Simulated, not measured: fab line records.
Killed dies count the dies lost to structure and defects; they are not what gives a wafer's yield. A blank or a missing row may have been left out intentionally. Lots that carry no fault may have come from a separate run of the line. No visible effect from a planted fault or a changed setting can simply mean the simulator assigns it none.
fab line records + flow sky130 + part 2 of 2: steps 44 to 45 of 45
[record]
- lots = 6
- wafers = 18
- lastDay = 50
route steps=708 shown POLY_GATE@205 RES_PROTECT@206 LDD_N@237 LDD_LDN@303 POLY_CUT@318 PAD_OPEN@708
lots untouched by any fault: they come from a run of this same line in which no faults occurred
startH: start of the lot's first displayed wafer, in hours after the record's first day + waitH: hours elapsed since this lot's preceding step + " the same as in the row above + L1.1+2: several wafers, shown together as one row + - value missing, or start not given + * or withheld: withheld + < > ~ a bound
route shown NAME@n: names a module that has steps shown in the file, with the first one's number in the route + usual: mean and standard deviation over wafers with no fault + same: alike in all rows + chamber/n: place in a boat + sites: the reading at each site + _std_site: the standard deviation of these + _edge_site: mean of outer sites minus mean of inner sites + radiusMm: for every site, how far away it sits from the centre of the wafer + mask NAME#n: copy n + behind: tool/chamber where the wafer was last shaped + hold: reason for holding the lot/hours on hold/outcome of the hold + device: whichever transistor did not switch (one of n, p or np) + end of line: tests of these same wafers at the route's end + step lacking rows: just its recipe + killed: count of dies lost to structure and defects at first sort (not the wafer's yield) + map: per-die view of a wafer (x killed, . not killed, _ where there is no die)
set.NAME: the setting as run; set.NAME@STEP: as run at that earlier step + model.NAME: the simulator's own value behind a step, which no gauge read
lots at some steps of the route; a table a step, a row a wafer
services: a tool's chamber out of use, with start hour (startH, from the record's first day; less than 0 if before it), hours out, and reason
[[steps]]
[step SKY_POLY_CUT_ETCH_11]
[recipe]
- target = Si3N4
- chemistry = CF4/CH2F2/Ar
- stopOn = poly-Si
- sourceW = 600
- biasW = 150
- pressureMtorr = 40
- cf4FlowSccm = 40
- ch2f2FlowSccm = 20
- Ar_flow_sccm = 150
- timeS = 42.5
- targetDepthA = 600
[usual]
- cf4FlowSccm = 40.00/0.11
- drypumpMotorCurrentA = 5.7/0.45
- oesProductAu = 0.831/0.0067
- throttleValvePct = 14.994/0.0085
| lot.wafer | tool       | chamber | startH | waitH | cf4FlowSccm | drypumpMotorCurrentA | oesProductAu | rfHoursCounterH | throttleValvePct | model.POLY_CUT.featureDepthNm | model.etch.depthNm |
|-----------|------------|---------|--------|-------|-------------|----------------------|--------------|-----------------|------------------|-------------------------------|--------------------|
| L487.1    | rieDiel-03 | 0       | 637.81 | 0.0   | 39.94       | 5.6                  | 0.839        | 15              | 14.984           | 62.55                         | 62.55              |
| L487.3    | "          | 3       | "      | "     | 40.03       | 5.4                  | 0.836        | 0               | 15.007           | 62.48                         | 62.48              |
| L487.6    | "          | 1       | "      | "     | 39.98       | 6.3                  | 0.832        | -               | 14.991           | 62.26                         | 62.26              |
| L488.4    | rieDiel-04 | 1       | 638.16 | 0.0   | 39.80       | 5.1                  | 0.833        | 17              | 14.990           | 62.58                         | 62.58              |
| L488.5    | "          | 3       | "      | "     | 40.17       | 6.1                  | 0.840        | -               | 15.000           | 62.22                         | 62.22              |
| L488.6    | "          | 2       | "      | "     | 40.21       | 5.0                  | 0.838        | -               | 14.989           | 62.24                         | 62.24              |
| L495.1    | rieDiel-04 | 0       | 653.61 | 0.0   | 39.97       | 6.5                  | 0.962        | 2               | 15.000           | 80.74                         | 80.74              |
| L495.2    | "          | 1       | "      | "     | 39.78       | 5.2                  | 0.970        | 18              | 14.997           | 81.32                         | 81.32              |
| L495.4    | "          | 3       | "      | "     | 39.94       | 6.1                  | 0.970        | -               | 15.009           | 81.33                         | 81.33              |
| L496.1    | rieDiel-03 | 3       | 665.06 | 0.0   | 40.01       | 5.4                  | 0.968        | 1               | 15.004           | 81.1                          | 81.1               |
| L496.3    | "          | 2       | "      | "     | 39.94       | 5.5                  | 0.968        | 3               | 14.993           | 81.12                         | 81.12              |
| L496.5    | "          | 3       | "      | "     | 40.08       | 5.4                  | 0.973        | -               | 15.005           | 81.77                         | 81.77              |
| L503.1    | rieDiel-03 | 0       | 726.00 | 0.0   | 40.09       | 5.6                  | 0.822        | 16              | 14.991           | 61.61                         | 61.61              |
| L503.2    | "          | 3       | "      | "     | 40.01       | 5.4                  | 0.830        | 2               | 15.005           | 61.7                          | 61.7               |
| L503.3    | "          | 2       | "      | "     | 39.95       | 5.5                  | 0.820        | 4               | 14.985           | 61.45                         | 61.45              |
| L505.2    | rieDiel-02 | 2       | 742.96 | 0.0   | 39.88       | 6.4                  | 0.847        | 10              | 15.006           | 62.71                         | 62.71              |
| L505.4    | "          | 3       | "      | "     | 40.07       | 5.7                  | 0.836        | 19              | 14.999           | 62.73                         | 62.73              |
| L505.5    | "          | 2       | "      | "     | 40.11       | 6.4                  | 0.824        | -               | 15.006           | 62.28                         | 62.28              |
[step SKY_PAD_OPEN_PROBE_99]
| lot.wafer | tool      | chamber | startH  | waitH | model.etest.liconPoly.rcOhm | model.etest.capLiToPoly.cAfUm2 |
|-----------|-----------|---------|---------|-------|-----------------------------|--------------------------------|
| L487.1    | prober-02 | -       | 1134.47 | 0.1   | 146.9                       | 94.74                          |
| L487.3    | prober-02 | -       | 1134.57 | 0.2   | 149                         | 95.56                          |
| L487.6    | prober-02 | -       | 1134.72 | 0.2   | 152.5                       | 98.5                           |
| L488.4    | prober-01 | -       | 1136.12 | 0.2   | 152.6                       | 98.77                          |
| L488.5    | prober-01 | -       | 1136.17 | 0.2   | 160.6                       | 99.32                          |
| L488.6    | prober-01 | -       | 1136.22 | 0.2   | 153.6                       | 98.31                          |
| L495.1    | prober-02 | -       | 1145.13 | 0.1   | 151                         | 99.05                          |
| L495.2    | prober-02 | -       | 1145.18 | 0.1   | 148.2                       | 103.4                          |
| L495.4    | prober-02 | -       | 1145.28 | 0.2   | 145.6                       | 100.4                          |
| L496.1    | prober-01 | -       | 1153.39 | 0.1   | 148.8                       | 102.2                          |
| L496.3    | prober-01 | -       | 1153.49 | 0.2   | 142.4                       | 102.5                          |
| L496.5    | prober-01 | -       | 1153.59 | 0.2   | 149                         | 100.3                          |
| L503.1    | prober-02 | -       | 1185.48 | 0.1   | 156.9                       | 100.3                          |
| L503.2    | prober-02 | -       | 1185.53 | 0.1   | 159.2                       | 100.7                          |
| L503.3    | prober-02 | -       | 1185.58 | 0.2   | 156.5                       | 99.76                          |
| L505.2    | prober-02 | -       | 1198.18 | 0.1   | 150.3                       | 99.19                          |
| L505.4    | prober-02 | -       | 1198.28 | 0.2   | 153.1                       | 100                            |
| L505.5    | prober-02 | -       | 1198.33 | 0.2   | 160.7                       | 97.5                           |
// killed by level:class
L487.1 CONTACT:geometricParticle:open=14 METAL1:geometricParticle:short=10 VIA1:geometricParticle:open=8 VIA2:geometricParticle:open=6 VIA3:geometricParticle:open=5 CONTACT:geometricParticle:short=4 FIELD_ISO:geometricParticle:open=3 POLY_GATE:geometricParticle:short=3
L487.3 LI_CONTACT:geometricParticle:open=12 VIA1:geometricParticle:open=6 LOCAL_INTERCONNECT:geometricParticle:short=5 METAL1:geometricParticle:short=5 VIA3:geometricParticle:open=5 FIELD_ISO:geometricParticle:open=4 VIA2:geometricParticle:open=4 CONTACT:geometricParticle:open=4
L487.6 CONTACT:geometricParticle:open=13 LI_CONTACT:geometricParticle:open=11 VIA1:geometricParticle:open=8 CONTACT:geometricParticle:short=7 VIA2:geometricParticle:open=6 VIA3:geometricParticle:open=5 FIELD_ISO:geometricParticle:short=4 FIELD_ISO:geometricParticle:open=4
L488.4 METAL1:geometricParticle:short=9 CONTACT:geometricParticle:open=8 VIA1:geometricParticle:open=8 VIA2:geometricParticle:open=6 POLY_GATE:geometricParticle:open=6 VIA3:geometricParticle:open=6 FIELD_ISO:geometricParticle:short=5 POLY_GATE:geometricParticle:short=5
L488.5 CONTACT:geometricParticle:open=10 VIA1:geometricParticle:open=10 LOCAL_INTERCONNECT:geometricParticle:short=7 VIA3:geometricParticle:open=7 POLY_GATE:geometricParticle:open=6 FIELD_ISO:geometricParticle:short=5 LI_CONTACT:geometricParticle:short=5 LI_CONTACT:geometricParticle:open=4
L488.6 VIA3:geometricParticle:open=13 CONTACT:geometricParticle:open=12 METAL2:geometricParticle:short=8 FIELD_ISO:geometricParticle:open=7 METAL1:geometricParticle:short=6 VIA1:geometricParticle:short=6 VIA2:geometricParticle:open=6 LI_CONTACT:geometricParticle:open=5
L503.1 CONTACT:geometricParticle:open=9 LOCAL_INTERCONNECT:geometricParticle:short=8 VIA1:geometricParticle:open=6 POLY_GATE:geometricParticle:open=5 VIA3:geometricParticle:open=5 LI_CONTACT:geometricParticle:open=4 CONTACT:geometricParticle:short=4 METAL1:geometricParticle:short=4
L503.2 VIA1:geometricParticle:open=12 VIA1:geometricParticle:short=8 FIELD_ISO:geometricParticle:short=7 CONTACT:geometricParticle:short=7 METAL2:geometricParticle:short=7 POLY_GATE:geometricParticle:short=6 POLY_GATE:geometricParticle:open=5 CONTACT:geometricParticle:open=5
L503.3 POLY_GATE:geometricParticle:open=6 VIA1:geometricParticle:open=6 VIA3:geometricParticle:open=6 LI_CONTACT:geometricParticle:open=5 LOCAL_INTERCONNECT:geometricParticle:short=5 METAL2:geometricParticle:short=5 METAL1:geometricParticle:short=5 METAL3:geometricParticle:short=5
L505.2 VIA1:geometricParticle:open=9 VIA3:geometricParticle:open=9 CONTACT:geometricParticle:short=8 VIA1:geometricParticle:short=8 LI_CONTACT:geometricParticle:open=7 CONTACT:geometricParticle:open=6 FIELD_ISO:geometricParticle:open=5 VIA2:geometricParticle:open=5
L505.4 CONTACT:geometricParticle:open=8 VIA1:geometricParticle:open=8 LI_CONTACT:geometricParticle:open=7 VIA2:geometricParticle:open=6 METAL3:geometricParticle:short=5 FIELD_ISO:geometricParticle:open=4 POLY_GATE:geometricParticle:open=4 FIELD_ISO:geometricParticle:short=3
L505.5 VIA1:geometricParticle:open=7 VIA3:geometricParticle:open=7 METAL2:geometricParticle:short=6 CONTACT:geometricParticle:short=4 METAL1:geometricParticle:short=4 VIA2:geometricParticle:open=4 METAL3:geometricParticle:short=4 POLY_GATE:geometricParticle:open=3
[[services]]
| tool           | chamber | startH | hours | kind   |
|----------------|---------|--------|-------|--------|
| lpcvd-02       | -       | 389.77 | 0.7   | repair |
| rieSi-02       | 1       | 392.21 | 18.0  | repair |
| rieDiel-04     | -       | 396.45 | 2.8   | pm     |
| plasmaAsher-04 | -       | 401.92 | 2.2   | repair |
| lpcvd-02       | -       | 402.59 | 6.1   | pm     |
| plasmaAsher-04 | -       | 421.25 | 9.0   | pm     |
| rieDiel-01     | 2       | 422.97 | 5.7   | repair |
| wetBench-04    | -       | 428.47 | 1.1   | repair |
| rieSi-02       | 2       | 428.63 | 2.6   | repair |
| rieDiel-01     | 3       | 440.92 | 1.7   | repair |
| rieSi-02       | 1       | 471.34 | 17.2  | repair |
| rieDiel-01     | 1       | 482.93 | 20.4  | repair |
| rieSi-02       | 0       | 485.96 | 4.4   | repair |
| rieDiel-01     | 0       | 487.41 | 3.2   | repair |
| plasmaAsher-03 | -       | 490.70 | 1.2   | repair |
| rieDiel-01     | 2       | 493.37 | 14.4  | repair |
| rieDiel-03     | 0       | 494.50 | 3.6   | repair |
| lpcvd-02       | -       | 543.90 | 2.8   | pm     |
| rieDiel-04     | 3       | 623.78 | 6.0   | repair |
| rieDiel-01     | 0       | 668.23 | 1.8   | repair |
| rieDiel-04     | 3       | 674.31 | 8.3   | repair |
| rieDiel-04     | 2       | 683.51 | 7.9   | repair |
| plasmaAsher-04 | -       | 684.14 | 0.4   | repair |
| rieDiel-04     | 0       | 708.33 | 4.6   | repair |
[[key]]
[firstSign]
- step = SKY_POLY_GATE_THK_MEAS_04
- reading = POLY_GATE_CVD_03_THK
- direction = up
- sigmas = 37
- usual = 75.3
- struck = 98.6
[effect]
- step = SKY_POLY_GATE_ETCH_16
- reading = oesProductAu
- direction = up
- sigmas = 16
- usual = 0.641
- struck = 0.720
[effect]
- step = SKY_POLY_CUT_ETCH_11
- reading = oesProductAu
- direction = up
- sigmas = 20
- usual = 0.831
- struck = 0.968
[modelEffect]
- step = SKY_POLY_GATE_CVD_03
- value = Si3N4_of_POLY_GATE_CVD_03.thkNm
- without = 75
- struck = 98.58
[modelEffect]
- step = SKY_POLY_GATE_ETCH_16
- value = etch.depthNm
- without = 75
- struck = 98.58
[modelEffect]
- step = SKY_LDD_LDN_CLEAN_14
- value = Si3N4_of_POLY_GATE_CVD_03.thkNm
- without = 74.86
- struck = 98.44
[modelEffect]
- step = SKY_POLY_CUT_ETCH_11
- value = POLY_CUT.featureDepthNm
- without = 61.78
- struck = 81.23
[modelEffect]
- step = SKY_PAD_OPEN_PROBE_99
- value = etest.liconPoly.rcOhm
- without = 151.7
- struck = 147.5
metAt SKY_POLY_GATE_CVD_03
struckWafers L495.1,L495.2,L495.4,L496.1,L496.3,L496.5
sortLeftOut L495.1,L495.2,L495.4,L496.1,L496.3,L496.5
testerLeftOut L495,L496
onsetBetween 415.13 440.51
[fault]
- kind = processParameterDrift
- tool = lpcvd-02
- chamber = -
- onsetH = 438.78
- steps = SKY_POLY_GATE_CVD_03
- channel = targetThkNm
- offset = 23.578
- shape = step
- endH = 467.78
- actsIn = theseRecipesOnly
- stated = 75
// testerLeftOut: of these lots the tester's yield and bins aren't shown, on N5 and GAA mostly nor the transistor test; their killed dies are dies lost to structure and defects alone, not to doping, threshold or leakage, so they don't give the yield
// sortLeftOut: the simulated sort isn't trusted on such a fault, so these wafers' sort isn't shown, and their yield isn't known
